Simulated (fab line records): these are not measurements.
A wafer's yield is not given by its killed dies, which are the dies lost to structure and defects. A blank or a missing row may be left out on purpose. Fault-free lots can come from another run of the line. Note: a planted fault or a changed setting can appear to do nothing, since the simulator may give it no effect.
What tool caused it? || flow gf180mcu || 16 lots with 48 wafers sampled at 3 steps, on a route of 602 steps

WHAT THE GAUGES SHOWED, per wafer
GF_PSD_TW_MEAS_11.
{"lot": "L222", "measured": "day 14 04:46", "on": "filmMetro-02", "PSD_TW": "3231 3225 3229"}
{"lot": "L223", "measured": "day 14 16:11", "on": "filmMetro-04", "PSD_TW": "3112 3142 3123"}
{"lot": "L224", "measured": "day 14 20:07", "on": "filmMetro-04", "PSD_TW": "3114 3126 3119"}
{"lot": "L225", "measured": "day 15 02:47", "on": "filmMetro-03", "PSD_TW": "3202 3197 3201"}
{"lot": "L226", "measured": "day 15 19:26", "on": "filmMetro-04", "PSD_TW": "3167 3176 3176"}
{"lot": "L227", "measured": "day 16 01:57", "on": "filmMetro-03", "PSD_TW": "3196 3211 3191"}
{"lot": "L228", "measured": "day 16 09:07", "on": "filmMetro-02", "PSD_TW": "3237 3238 3230"}
{"lot": "L229", "measured": "day 16 21:50", "on": "filmMetro-04", "PSD_TW": "3189 3182 3174"}
{"lot": "L230", "measured": "day 17 03:23", "on": "filmMetro-04", "PSD_TW": "3164 3154 3159"}
{"lot": "L231", "measured": "day 17 09:57", "on": "filmMetro-04", "PSD_TW": "3173 3175 3146"}
{"lot": "L232", "measured": "day 17 20:39", "on": "filmMetro-03", "PSD_TW": "3223 3202 3208"}
{"lot": "L233", "measured": "day 18 04:19", "on": "filmMetro-03", "PSD_TW": "3203 3215 3214"}
{"lot": "L234", "measured": "day 18 11:41", "on": "filmMetro-04", "PSD_TW": "3658 3665 3650"}
{"lot": "L235", "measured": "day 18 16:16", "on": "filmMetro-03", "PSD_TW": "3726 3710 3714"}
{"lot": "L236", "measured": "day 19 07:19", "on": "filmMetro-04", "PSD_TW": "3694 3679 3662"}
{"lot": "L237", "measured": "day 19 13:01", "on": "filmMetro-02", "PSD_TW": "3700 3673 3708"}

GF_PSD_RS_MEAS_15: uses a four-point probe to measure.
{"lot": "L222", "measured": "day 14 05:04", "on": "filmMetro-02", "PSD_RS (ohm/sq)": "108.65 108.67 109.12"}
{"lot": "L223", "measured": "day 14 16:29", "on": "filmMetro-02", "PSD_RS (ohm/sq)": "108.46 108.48 108.34"}
{"lot": "L224", "measured": "day 14 20:26", "on": "filmMetro-04", "PSD_RS (ohm/sq)": "108.74 108.79 108.96"}
{"lot": "L225", "measured": "day 15 03:07", "on": "filmMetro-02", "PSD_RS (ohm/sq)": "108.58 108.87 108.82"}
{"lot": "L226", "measured": "day 15 19:50", "on": "filmMetro-02", "PSD_RS (ohm/sq)": "108.88 108.49 108.52"}
{"lot": "L227", "measured": "day 16 02:21", "on": "filmMetro-02", "PSD_RS (ohm/sq)": "108.11 108.12 108.07"}
{"lot": "L228", "measured": "day 16 09:32", "on": "filmMetro-03", "PSD_RS (ohm/sq)": "108.91 109.08 109.04"}
{"lot": "L229", "measured": "day 16 22:10", "on": "filmMetro-03", "PSD_RS (ohm/sq)": "108.57 108.84 108.51"}
{"lot": "L230", "measured": "day 17 03:43", "on": "filmMetro-03", "PSD_RS (ohm/sq)": "108.69 108.37 108.40"}
{"lot": "L231", "measured": "day 17 10:16", "on": "filmMetro-04", "PSD_RS (ohm/sq)": "108.61 108.64 108.77"}
{"lot": "L232", "measured": "day 17 20:58", "on": "filmMetro-04", "PSD_RS (ohm/sq)": "108.47 108.45 108.65"}
{"lot": "L233", "measured": "day 18 04:37", "on": "filmMetro-04", "PSD_RS (ohm/sq)": "109.09 108.54 108.53"}
{"lot": "L234", "measured": "day 18 12:01", "on": "filmMetro-03", "PSD_RS (ohm/sq)": "52.33 52.45 52.42"}
{"lot": "L235", "measured": "day 18 16:37", "on": "filmMetro-03", "PSD_RS (ohm/sq)": "52.15 52.22 52.31"}
{"lot": "L236", "measured": "day 19 07:38", "on": "filmMetro-04", "PSD_RS (ohm/sq)": "52.30 52.29 52.22"}
{"lot": "L237", "measured": "day 19 13:21", "on": "filmMetro-03", "PSD_RS (ohm/sq)": "52.41 52.32 52.32"}

TOOL THAT RAN EACH LOT (tool first, then ch and the chambers of the sampled wafers, then the start)
{"lot": "L222", "GF_PSD_IMPLANT_09": "implanter-01 ch 0, day 14 04:31"}
{"lot": "L223", "GF_PSD_IMPLANT_09": "implanter-02 ch 0, day 14 15:56"}
{"lot": "L224", "GF_PSD_IMPLANT_09": "implanter-01 ch 0, day 14 19:52"}
{"lot": "L225", "GF_PSD_IMPLANT_09": "implanter-01 ch 0, day 15 02:34"}
{"lot": "L226", "GF_PSD_IMPLANT_09": "implanter-01 ch 0, day 15 19:12"}
{"lot": "L227", "GF_PSD_IMPLANT_09": "implanter-02 ch 0, day 16 01:42"}
{"lot": "L228", "GF_PSD_IMPLANT_09": "implanter-04 ch 0, day 16 08:54"}
{"lot": "L229", "GF_PSD_IMPLANT_09": "implanter-04 ch 0, day 16 21:36"}
{"lot": "L230", "GF_PSD_IMPLANT_09": "implanter-01 ch 0, day 17 03:10"}
{"lot": "L231", "GF_PSD_IMPLANT_09": "implanter-02 ch 0, day 17 09:42"}
{"lot": "L232", "GF_PSD_IMPLANT_09": "implanter-04 ch 0, day 17 20:24"}
{"lot": "L233", "GF_PSD_IMPLANT_09": "implanter-02 ch 0, day 18 04:04"}
{"lot": "L234", "GF_PSD_IMPLANT_09": "implanter-02 ch 0, day 18 11:28"}
{"lot": "L235", "GF_PSD_IMPLANT_09": "implanter-04 ch 0, day 18 16:04"}
{"lot": "L236", "GF_PSD_IMPLANT_09": "implanter-04 ch 0, day 19 07:04"}
{"lot": "L237", "GF_PSD_IMPLANT_09": "implanter-01 ch 0, day 19 12:47"}
- GF_PSD_IMPLANT_09

AS READ BY THE TOOLS THEMSELVES (means over the sampled wafers that have a number; for cases with no such wafer, the mark the record gives instead)
The record holds no such reading with a usual standard deviation.

THE ANSWER, worked out from the rows above alone
Rule: what is usual is taken from the lots themselves. Put in order of their means at a reading, lots are off if they are a third of the lots or fewer, leave a main group of 4 or more, and stand apart from it by a gap of 3 or more times the standard deviation of the main group's means; of several such gaps the widest counts. Not used: any main group whose means are identical at the precision the tables above print for the reading. Also off: a lot with no number at a reading for which 4 or more lots have one. Any other lot the step has rows for is counted as sound. First the gauges in route order, then the tools' own readings, where a lot's mean is used as printed above. The first step at which some lot is off is used, and at that step the reading that is off furthest; a lot without a number counts as furthest.
Off: L234, L235, L236, L237, seen at GF_PSD_TW_MEAS_11 (PSD_TW). The main group: mean 3184, standard deviation 36.
If a tool, at a process step before that reading, ran all the lots that are off and no sound lot after the first of them, it fits. Those tools and the gauges at GF_PSD_TW_MEAS_11 are tried in the same way. No candidate that was tried fits.

WHAT THE SIMULATOR HAD INSERTED
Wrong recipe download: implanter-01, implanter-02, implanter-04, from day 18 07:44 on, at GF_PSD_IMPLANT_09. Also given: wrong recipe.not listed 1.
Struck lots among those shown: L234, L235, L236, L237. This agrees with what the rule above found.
